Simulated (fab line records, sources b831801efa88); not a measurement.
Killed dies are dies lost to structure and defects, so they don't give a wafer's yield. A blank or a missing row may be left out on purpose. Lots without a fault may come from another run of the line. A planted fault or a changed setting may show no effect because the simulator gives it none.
Which tool did it? | flow sky130 | 7 lots, 21 wafers sampled, at 4 steps of a route of 708

WHAT THE GAUGES READ, wafer by wafer
SKY_LDD_P_TW_MEAS_11.
lot  | measured     | on            | LDD_P_TW
L202 | day 19 13:05 | film_metro-03 | 643 644 644
L205 | day 21 09:49 | film_metro-03 | 645 644 644
L208 | day 22 16:58 | film_metro-01 | 631 631 635
L211 | day 23 08:01 | film_metro-02 | 635 629 631
L215 | day 25 06:31 | film_metro-01 | 30 30 30
L216 | day 25 08:08 | film_metro-03 | 30 30 30
L220 | day 26 02:14 | film_metro-01 | 639 637 639

WHICH TOOL RAN EACH LOT (tool, then ch and the chambers of the sampled wafers, then the start)
lot  | SKY_VT_ADJUST_NCORE_STRIP_10         | SKY_GATE_OXIDE_STRIP_13              | SKY_LDD_P_IMPLANT_09
L202 | plasma_asher-01 ch 0,1, day 9 03:59  | plasma_asher-04 ch 0,1, day 14 09:43 | implanter-03 ch 0, day 19 12:50
L205 | plasma_asher-03 ch 0,1, day 9 21:05  | plasma_asher-04 ch 0,1, day 15 09:12 | implanter-04 ch 0, day 21 09:34
L208 | plasma_asher-03 ch 0,1, day 11 09:02 | plasma_asher-04 ch 0,1, day 17 08:53 | implanter-04 ch 0, day 22 16:44
L211 | plasma_asher-03 ch 0,1, day 11 20:20 | plasma_asher-03 ch 0,1, day 17 21:02 | implanter-02 ch 0, day 23 07:46
L215 | plasma_asher-03 ch 0,1, day 13 00:44 | plasma_asher-01 ch 0,1, day 19 22:02 | implanter-03, day 25 06:17
L216 | plasma_asher-01 ch 1, day 13 05:29   | plasma_asher-03 ch 0,1, day 19 21:54 | implanter-04, day 25 07:53
L220 | plasma_asher-03 ch 0,1, day 14 09:26 | plasma_asher-01 ch 0,1, day 20 17:38 | implanter-04 ch 0, day 26 01:59
- SKY_VT_ADJUST_NCORE_STRIP_10: strips in O2/N2.
- SKY_GATE_OXIDE_STRIP_13: strips in O2/N2.
- SKY_LDD_P_IMPLANT_09

THE ANSWER, worked out from the rows above alone
Rule: what is usual is taken from the lots themselves. Put in order of their means at a reading, lots are off if they are a third of the lots or fewer, leave a main group of 4 or more, and stand apart from it by a gap of 3 or more times the standard deviation of the main group's means; of several such gaps the widest counts. A main group whose means are all the same, to the digits that the tables above print for the reading, isn't used. A lot without any number at a reading at which 4 lots or more have one is off too. The other lots that the step has rows for count as sound.
Off: L215, L216, at SKY_LDD_P_TW_MEAS_11 (LDD_P_TW). The main group: mean 638, standard deviation 5.4.
A tool fits if, at a process step before that reading, it ran every lot that is off, and no sound lot after the first of them. The gauges at SKY_LDD_P_TW_MEAS_11 are tried like those tools. None of those tried fits.

WHAT THE SIMULATOR HAD PUT IN
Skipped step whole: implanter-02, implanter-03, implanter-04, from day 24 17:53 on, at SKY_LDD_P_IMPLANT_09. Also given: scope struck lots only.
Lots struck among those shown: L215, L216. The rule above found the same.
